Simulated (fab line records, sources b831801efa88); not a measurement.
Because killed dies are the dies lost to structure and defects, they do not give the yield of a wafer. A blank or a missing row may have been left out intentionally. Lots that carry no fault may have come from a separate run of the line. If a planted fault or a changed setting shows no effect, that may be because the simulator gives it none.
Commonality check across tools	flow gf180mcu	42 wafers sampled across 14 lots

== THE REASON FOR OPENING IT ==
GF_NWELL_TW_MEAS_11, reading NWELL_TW: flagged on 2 of 14 lots. No-fault wafers: 1580, standard deviation 7.5.
Rule: a lot is flagged in two cases, either no wafer of it has a number, or all its wafers with numbers fall more than 4 standard deviations from that mean. The other lots count as sound.

lot	measured	on	NWELL_TW, wafer by wafer	flag
L822	day 3 13:37	filmMetro-03	1575 1570 1576	
L823	day 3 18:29	filmMetro-03	1569 1577 1585	
L827	day 4 15:31	filmMetro-03	1582 1573 1578	
L830	day 5 09:30	filmMetro-04	30 30 30	FLAGGED
L831	day 5 13:39	filmMetro-03	30 30 30	FLAGGED
L834	day 6 07:43	filmMetro-01	1589 1586 1585	
L835	day 6 15:28	filmMetro-04	1581 1574 1589	
L836	day 6 21:04	filmMetro-01	1583 1594 1587	
L837	day 7 00:34	filmMetro-03	1580 1588 1587	
L839	day 7 13:04	filmMetro-01	1582 1582 1585	
L840	day 7 16:44	filmMetro-01	1582 1580 1576	
L841	day 7 22:22	filmMetro-01	1574 1576 1571	
L842	day 8 03:35	filmMetro-03	1580 1591 1583	
L844	day 8 15:08	filmMetro-03	1591 1577 1581	
Averaged over the flagged lots the numbers come to 30, -1550 from the usual (-99 or more standard deviations).

== LOT BY LOT: THE TOOL USED ==
Before the reading, the record contains 2 process steps out of a 602-step route. Each cell gives the tool, then ch followed by the chambers the sampled wafers passed through, then the start.
lot	flag	GF_DNWELL_STRIP_08	GF_NWELL_STRIP_10
L822		plasmaAsher-04 ch 0,1, day 2 23:59	plasmaAsher-01 ch 0,1, day 3 13:31
L823		plasmaAsher-01 ch 0,1, day 3 04:32	plasmaAsher-03 ch 0,1, day 3 18:22
L827		plasmaAsher-01 ch 0,1, day 4 01:55	plasmaAsher-01 ch 0,1, day 4 15:25
L830	FLAGGED	plasmaAsher-04 ch 0,1, day 4 18:31	plasmaAsher-03 ch 0,1, day 5 09:24
L831	FLAGGED	plasmaAsher-02 ch 0,1, day 4 22:34	plasmaAsher-01 ch 0,1, day 5 13:33
L834		plasmaAsher-02 ch 0,1, day 5 16:26	plasmaAsher-03 ch 0,1, day 6 07:37
L835		plasmaAsher-02 ch 0, day 5 23:38	plasmaAsher-04 ch 0,1, day 6 15:22
L836		plasmaAsher-01 ch 0,1, day 6 05:10	plasmaAsher-03 ch 0,1, day 6 20:58
L837		plasmaAsher-01 ch 0,1, day 6 07:53	plasmaAsher-04 ch 0,1, day 7 00:28
L839		plasmaAsher-01 ch 0,1, day 6 20:26	plasmaAsher-03 ch 0,1, day 7 12:58
L840		plasmaAsher-02 ch 0,1, day 7 00:42	plasmaAsher-01 ch 0,1, day 7 16:38
L841		plasmaAsher-04 ch 0,1, day 7 05:47	plasmaAsher-04 ch 1, day 7 22:16
L842		plasmaAsher-02 ch 1, day 7 09:50	plasmaAsher-01 ch 0,1, day 8 03:28
L844		plasmaAsher-01 ch 0,1, day 7 21:44	plasmaAsher-03 ch 0,1, day 8 15:01
What the steps here do:
- GF_DNWELL_STRIP_08: strips in O2/N2.
- GF_NWELL_STRIP_10: strips in O2/N2.
- GF_NWELL_TW_MEAS_11

== FLAGGED AGAINST TOTAL, ONE TOOL AT A TIME (gauges that did the reading follow at the end) ==
step	tool	lots run	flagged	share of the flagged lots	sound lots run after its first flagged lot
GF_DNWELL_STRIP_08	plasmaAsher-01	6	0	none	-
GF_DNWELL_STRIP_08	plasmaAsher-02	5	1	some	4 (L834,L835,L840,L842)
GF_DNWELL_STRIP_08	plasmaAsher-04	3	1	some	1 (L841)
GF_NWELL_STRIP_10	plasmaAsher-01	5	1	some	2 (L840,L842)
GF_NWELL_STRIP_10	plasmaAsher-03	6	1	some	4 (L834,L836,L839,L844)
GF_NWELL_STRIP_10	plasmaAsher-04	3	0	none	-
GF_NWELL_TW_MEAS_11	filmMetro-01	5	0	none	-
GF_NWELL_TW_MEAS_11	filmMetro-03	7	1	some	3 (L837,L842,L844)
GF_NWELL_TW_MEAS_11	filmMetro-04	2	1	some	1 (L835)

== WHAT THE TABLE ALLOWS ==
No row of the table ran every flagged lot.

== WHAT WAS PUT IN BY THE SIMULATOR ==
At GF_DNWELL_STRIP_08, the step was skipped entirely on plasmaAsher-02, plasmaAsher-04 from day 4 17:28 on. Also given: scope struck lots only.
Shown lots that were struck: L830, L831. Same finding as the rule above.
